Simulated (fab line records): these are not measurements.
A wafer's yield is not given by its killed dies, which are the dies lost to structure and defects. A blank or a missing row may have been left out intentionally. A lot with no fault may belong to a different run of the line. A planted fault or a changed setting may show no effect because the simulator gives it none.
A lot that was struck, set against a sound lot + flow sky130 + 37 out of 708 route steps
Sound: these wafers, L741.1, L741.4, L741.6. Struck: wafers L743.4, L743.5, L743.6. Last of all comes the cause.
At each step with rows: each side's tool, then ch and its chambers, then its first start. Under that, the readings that differ: sound wafers + struck wafers + difference of the means + sigmas: that difference in standard deviations of wafers without a fault.
alike: readings whose means differ by less than 2 such deviations, and words and numbers that are the same on both sides. not compared: withheld readings, readings that some wafer has no value for, bounds like >300 that may hide the same value, and numbers for which the record gives no deviation and whose values overlap.
The two part at a step that has a row with sigmas, a row that says differs or no value, or rows on one side only. Numbers that have no deviation but don't overlap get no sigmas and don't part them. Lack of a reading on every wafer of one side parts them only where that side has two or more wafers.

first, 10 steps without rows for these wafers: SKY_LDD_LDN_SOFTBAKE_03 (time 60 s); SKY_LDD_LDN_EXPOSE_04 (exposes mask LDNTM, target cd 700 nm); SKY_LDD_LDN_PEB_05; SKY_LDD_LDN_DEVELOP_06 (develop time 60 s); SKY_LDD_LDN_IMPLANT_08; SKY_LDD_LDN_IMPLANT_09; SKY_LDD_LDN_IMPLANT_10; SKY_LDD_LDN_IMPLANT_11; SKY_LDD_LDN_STRIP_12 (strips in O2/N2); SKY_LDD_LDN_CLEAN_14 (cleans in SC1/SC2, time 150 s).
SKY_SPACER_CVD_00: deposits Si3N4 from DCS/NH3, target thk 43.1 nm, time 740 s.
  sound on lpcvd-02 ch 0, day 27 23:47; struck on lpcvd-02 ch 1, day 28 19:32
| reading                                 | sound             | struck            | difference | sigmas |
|-----------------------------------------|-------------------|-------------------|------------|--------|
| model.Si3N4_of_SPACER_CVD_00.thkNm (nm) | 42.98 42.58 42.81 | 32.39 32.57 32.59 | -10.27     |        |
SKY_SPACER_THK_MEAS_01:
  struck on filmMetro-03, day 28 20:46; sound on filmMetro-02, day 28 01:00
| reading                | sound          | struck         | difference | sigmas |
|------------------------|----------------|----------------|------------|--------|
| SPACER_CVD_00_THK (nm) | 43.0 42.6 42.8 | 32.4 32.6 32.6 | -10.3      | -26    |
SKY_SPACER_ETCHBACK_02: etches Si3N4 in CH3F/O2, stops on SiO2, time 46.7 s, target depth 45 nm.
  sound on rieDiel-01 ch 2,3, day 28 01:04; struck on rieDiel-04 ch 0,2,3, day 28 20:48
| reading                 | sound             | struck            | difference | sigmas |
|-------------------------|-------------------|-------------------|------------|--------|
| oesProductAu (a.u.)     | 0.845 0.844 0.848 | 0.735 0.746 0.737 | -0.106     | -16    |
| model.etch.depthNm (nm) | 42.98 42.58 42.81 | 32.39 32.57 32.59 | -10.27     |        |
  alike: O2_flow_sccm, drypumpMotorCurrentA, throttleValvePct
  not compared: rfHoursCounterH
then, 22 steps without rows for these wafers: SKY_POLY_CUT_DEHYDRATE_00 (time 60 s); SKY_POLY_CUT_HMDS_01 (prime time 60 s); SKY_POLY_CUT_COAT_02 (resist thk 60 nm); SKY_POLY_CUT_COAT_03 (resist thk 450 nm); SKY_POLY_CUT_SOFTBAKE_04 (time 90 s); SKY_POLY_CUT_EXPOSE_05 (exposes mask NPCM, target cd 270 nm); SKY_POLY_CUT_PEB_06; SKY_POLY_CUT_DEVELOP_07 (develop time 60 s); SKY_POLY_CUT_ETCH_10 (etches BARC in N2/H2, stops on SiO2, time 45.9 s, target depth 60 nm); SKY_POLY_CUT_ETCH_11 (etches Si3N4 in CF4/CH2F2/Ar, stops on poly-Si, time 42.5 s, target depth 60 nm); SKY_POLY_CUT_STRIP_12 (strips in O2/N2); SKY_SD_P_DEHYDRATE_00 (time 60 s); SKY_SD_P_HMDS_01 (prime time 60 s); SKY_SD_P_COAT_02 (resist thk 1140 nm); SKY_SD_P_SOFTBAKE_03 (time 60 s); SKY_SD_P_EXPOSE_04 (exposes mask PSDM, target cd 380 nm); SKY_SD_P_PEB_05; SKY_SD_P_DEVELOP_06 (develop time 60 s); SKY_SD_P_IMPLANT_09; SKY_SD_P_STRIP_10 (strips in O2/N2); SKY_RES_XHIGH_DEHYDRATE_00 (time 60 s); SKY_RES_XHIGH_HMDS_01 (prime time 62.52 s).
-- the record jumps here: 5 days lie between the struck wafers' starts before and after (it left off in module RES_XHIGH and takes up again in module SALICIDE, whose first step shown is number 361 of the route) --
SKY_SALICIDE_CLEAN_00: cleans in HF-last, time 30 s.
  sound on wetBench-03 ch 3, day 32 17:23; struck on wetBench-04 ch 0, day 33 12:29
| reading                                 | sound            | struck            | difference | sigmas |
|-----------------------------------------|------------------|-------------------|------------|--------|
| model.Si3N4_of_SPACER_CVD_00.thkNm (nm) | 41.99 41.6 41.83 | 31.41 31.59 31.61 | -10.27     |        |
-- the record jumps here: 16 days lie between the struck wafers' starts before and after (it left off in module SALICIDE and takes up again in module PAD_OPEN, whose first step shown is number 708 of the route) --
SKY_PAD_OPEN_PROBE_99:
  struck on prober-01, day 49 16:52; sound on prober-01, day 49 05:24
| reading                             | sound             | struck            | difference | sigmas |
|-------------------------------------|-------------------|-------------------|------------|--------|
| killedAtFrontEnd                    | 19 15 32          | 15 14 11          | -9         | -2     |
| model.etest.pfet_01v8.rOnOhmUm      | 2901 2907 2952    | 2669 2681 2658    | -251       |        |
| model.etest.nfetG5v0d10v5.rOnOhmUm  | 1891 1890 1894    | 1838 1831 1850    | -52        |        |
| model.etest.sonosUncharged.rOnOhmUm | 825.5 819.9 838.4 | 753 757.3 760.1   | -71        |        |
| model.etest.resPdiff.lineOhmUm      | 1355 1356 1371    | 1318 1353 1303    | -36        |        |
| model.etest.pfet_01v8.driveUaUm     | 190.5 191.8 188.5 | 210.3 211.2 212.4 | +21.0      |        |
| model.etest.sramPfetLatch.driveUaUm | 140 143.4 135.4   | 157 157.1 156     | +17        |        |
| model.etest.pfet_01v8_hvt.driveUaUm | 142.8 141.4 140.1 | 156.9 157.2 159.5 | +16.4      |        |
  alike: killed_at_M0_to_M3, killed_at_M4_up, killedAtContacts, killedAtOther, killedDies, killedOpen, killedShort
  not compared: model.etest.nfet_01v8_lvt.driveUaUm

== WHERE THEY PART ==
At SKY_SPACER_THK_MEAS_01 first; at SKY_PAD_OPEN_PROBE_99 last (within this record only).

WHY: what had been put in by the simulator
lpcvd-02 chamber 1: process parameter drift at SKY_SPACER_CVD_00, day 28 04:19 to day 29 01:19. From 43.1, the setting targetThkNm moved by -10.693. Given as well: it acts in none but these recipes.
